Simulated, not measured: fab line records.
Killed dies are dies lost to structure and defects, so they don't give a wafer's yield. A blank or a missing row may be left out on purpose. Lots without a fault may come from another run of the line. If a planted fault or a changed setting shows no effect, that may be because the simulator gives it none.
One fault seen from 2 desks / flow sfq-line / each desk holds nothing but its own numbers, with what lay behind them at the end

## FOR THE TOOL OWNER'S DESK: litho-track-04
The tool's own readings at SFQ_TRILAYER_R5_LITHO_COAT_141 (resist thk 62 nm): means of the sampled wafers that have a number, for each lot that ran on this tool. If a lot's mean is further than 4 standard deviations from the usual mean, the lot is out of limits and carries the mark OUT (the distance appears in the brackets).
Columns: A = spin-speed-rpm at SFQ_TRILAYER_R5_LITHO_COAT_141, usual 2999.8 rpm
lot=L780; first seen here=day 53 18:37; A=2951.1 (-26) OUT
lot=L781; first seen here=day 54 00:37; A=2952.5 (-25) OUT
lot=L791; first seen here=day 69 10:31; A=3000.8
Finding of this desk: L780, L781 out of limits; the first was L780 at day 53 18:37, on spin-speed-rpm at SFQ_TRILAYER_R5_LITHO_COAT_141. L791 stayed within limits.

## AT THE METROLOGY DESK
Lot by lot, what the gauges showed, no matter which tool ran the lot: averages of those sampled wafers that carry a number. If a lot's mean is further than 4 standard deviations from the usual mean, the lot is out of limits and carries the mark OUT (the distance appears in the brackets).
Columns: A = R5_MONX_RS at SFQ_R5_RS_MEAS_933, usual 7.02 ohm/sq; B = R5_MONX_THK at SFQ_R5_THK_MEAS_934, usual 39.6 nm; C = R5_OVL at SFQ_R5_OVL_MEAS_935, usual 2 nm
lot=L780; first seen here=day 53 18:26; A=7.09; B=39.2; C=-3
lot=L781; first seen here=day 54 00:26; A=7.19; B=38.7; C=5
lot=L784; first seen here=day 60 07:02; A=6.97; B=39.6; C=5
lot=L787; first seen here=day 61 23:28; A=6.99; B=39.5; C=8
lot=L790; first seen here=day 68 17:11; A=6.95; B=39.7; C=-3
lot=L791; first seen here=day 69 10:16; A=7.01; B=39.9; C=5
This desk's verdict: no lot among the 6 shows anything out of limits.

## BROUGHT TOGETHER
The tool owner's desk could have raised an alarm at day 53 18:37, on L780, L781.
Nothing out of limits was seen by the metrology desk.
The metrology desk has L780, L781 on record, within its limits.
The lots listed all ran SFQ_TRILAYER_R5_LITHO_COAT_141 on litho-track-04.

## WHAT THE SIMULATOR HAD INSERTED
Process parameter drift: litho-track-04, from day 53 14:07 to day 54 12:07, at SFQ_TRILAYER_R5_LITHO_COAT_141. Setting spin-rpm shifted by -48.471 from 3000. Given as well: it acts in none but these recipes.
Shown lots that were struck: L780, L781.
Hours from the fault's start to each desk's first reading out of limits: the tool owner's desk, 4.
